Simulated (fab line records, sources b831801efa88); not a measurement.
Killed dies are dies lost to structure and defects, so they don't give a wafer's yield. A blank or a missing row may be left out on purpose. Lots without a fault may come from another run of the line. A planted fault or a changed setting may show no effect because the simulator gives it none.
A struck lot beside a sound one | flow gf180mcu | 21 steps out of a route of 602
Sound: wafers L345.1, L345.4, L345.6. Struck: wafers L348.1, L348.5, L348.6. The cause comes at the end.
At each step with rows: each side's tool, then ch and its chambers, then its first start. Under that, the readings that differ: sound wafers | struck wafers | difference of the means | sigmas: that difference in standard deviations of wafers without a fault.
alike: readings whose means differ by less than 2 such deviations, and words and numbers that are the same on both sides. not compared: withheld readings, readings that some wafer has no value for, bounds like >300 that may hide the same value, and numbers for which the record gives no deviation and whose values overlap.
The two part at a step that has a row with sigmas, a row that says differs or no value, or rows on one side only. Numbers that don't overlap but have no deviation are shown without sigmas and don't part them. A reading that every wafer of one side lacks parts them only if that side has two wafers or more.

GF_MIM_SPUTTER_02: material AlCu, target thk 450 nm, time 23.9 s.
  sound on pvd_sputter-01, day 26 17:23; struck on pvd_sputter-04, day 27 23:56
  alike: throttle_valve_pct
GF_MIM_SPUTTER_03: material Ti, target thk 10 nm, time 6.7 s.
  sound on pvd_sputter-01, day 26 17:25; struck on pvd_sputter-04, day 27 23:58
  alike: throttle_valve_pct
then, 2 steps without rows for these wafers: GF_MIM_SPUTTER_04 (material TiN, target thk 50 nm, time 41.7 s); GF_MIM_CVD_05 (deposits Si3N4, target thk 42 nm, time 29.086 s).
GF_MIM_THK_MEAS_06:
  sound on film_metro-01, day 26 17:32; struck on film_metro-03, day 28 00:03
  alike: MIM_CVD_05_THK
GF_MIM_SPUTTER_07: material TiN, target thk 60 nm, time 50 s.
  sound on pvd_sputter-03, day 26 17:35; struck on pvd_sputter-01, day 28 00:07
  alike: throttle_valve_pct
GF_MIM_SPUTTER_08: material AlCu, target thk 200 nm, time 10.6 s.
  sound on pvd_sputter-03, day 26 17:38; struck on pvd_sputter-01, day 28 00:10
  alike: throttle_valve_pct
GF_MIM_SPUTTER_09: material TiN, target thk 35 nm, time 29.2 s.
  sound on pvd_sputter-03, day 26 17:40; struck on pvd_sputter-01, day 28 00:11
  alike: throttle_valve_pct
GF_MIM_RS_MEAS_10: measures by four-point-probe.
  sound on film_metro-04, day 26 17:42; struck on film_metro-01, day 28 00:13
  alike: MIM_ALCU_RS
GF_MIM_THK_MEAS_11: measures by xrf.
  sound on film_metro-04, day 26 17:49; struck on film_metro-01, day 28 00:20
  reading           | sound             | struck            | difference | sigmas
  MIM_ALCU_THK (nm) | 195.4 193.7 195.3 | 190.8 189.9 191.4 | -4.1       | -2
then, 2 steps without rows for these wafers: GF_MIM_DEHYDRATE_12 (time 60 s); GF_MIM_HMDS_13 (prime time 60 s).
GF_MIM_COAT_14: resist thk 1000 nm.
  sound on litho_track-04 ch 0, day 27 04:05; struck on litho_track-04 ch 0, day 28 09:32
  reading                                  | sound                | struck               | difference | sigmas
  spin_speed_rpm (rpm)                     | 3002.9 3003.3 2999.3 | 3178.4 3178.9 3178.9 | +176.9     | +74
  model.NOVOLAK_of_MIM_COAT_14.thk_nm (nm) | 1000 1001 997.9      | 971.8 970.2 971.9    | -28.3      |
then, 4 steps without rows for these wafers: GF_MIM_SOFTBAKE_15 (time 60 s); GF_MIM_EXPOSE_16 (exposes mask FuseTop, target cd 2000 nm); GF_MIM_PEB_17; GF_MIM_DEVELOP_18 (develop time 60 s).
GF_MIM_METAL_ETCH_19: etches the open film in Cl2/BCl3, stops on Si3N4, target depth 324.5 nm, time 54.1 s.
  sound on rie_metal-01 ch 0, day 27 14:20; struck on rie_metal-04 ch 0,1, day 28 19:45
  reading                                  | sound           | struck          | difference | sigmas
  model.NOVOLAK_of_MIM_COAT_14.thk_nm (nm) | 867 867.4 864.4 | 840.3 837.1 840 | -27.1      |
  alike: drypump_motor_current_A, oes_product_au, throttle_valve_pct
  not compared: rf_hours_counter_h
GF_MIM_STRIP_20: strips in O2/N2.
  sound on plasma_asher-04 ch 0,1, day 27 14:29; struck on plasma_asher-04 ch 0,1, day 28 19:49
  reading                      | sound             | struck            | difference | sigmas
  strip_time_to_endpoint_s (s) | 11.18 11.17 11.16 | 10.86 10.83 10.88 | -0.31      | -8
  alike: drypump_motor_current_A, heater_power_w, oes_product_au
  not compared: rf_hours_counter_h
then, 2 steps without rows for these wafers: GF_MIM_STRIP_21 (strips in post etch residue remover, time 1200 s); GF_PASSIVATION_PROBE_99.

WHERE THEY PART
First at GF_MIM_THK_MEAS_11; last, within this record, at GF_MIM_STRIP_20.

WHY: what the simulator had put in
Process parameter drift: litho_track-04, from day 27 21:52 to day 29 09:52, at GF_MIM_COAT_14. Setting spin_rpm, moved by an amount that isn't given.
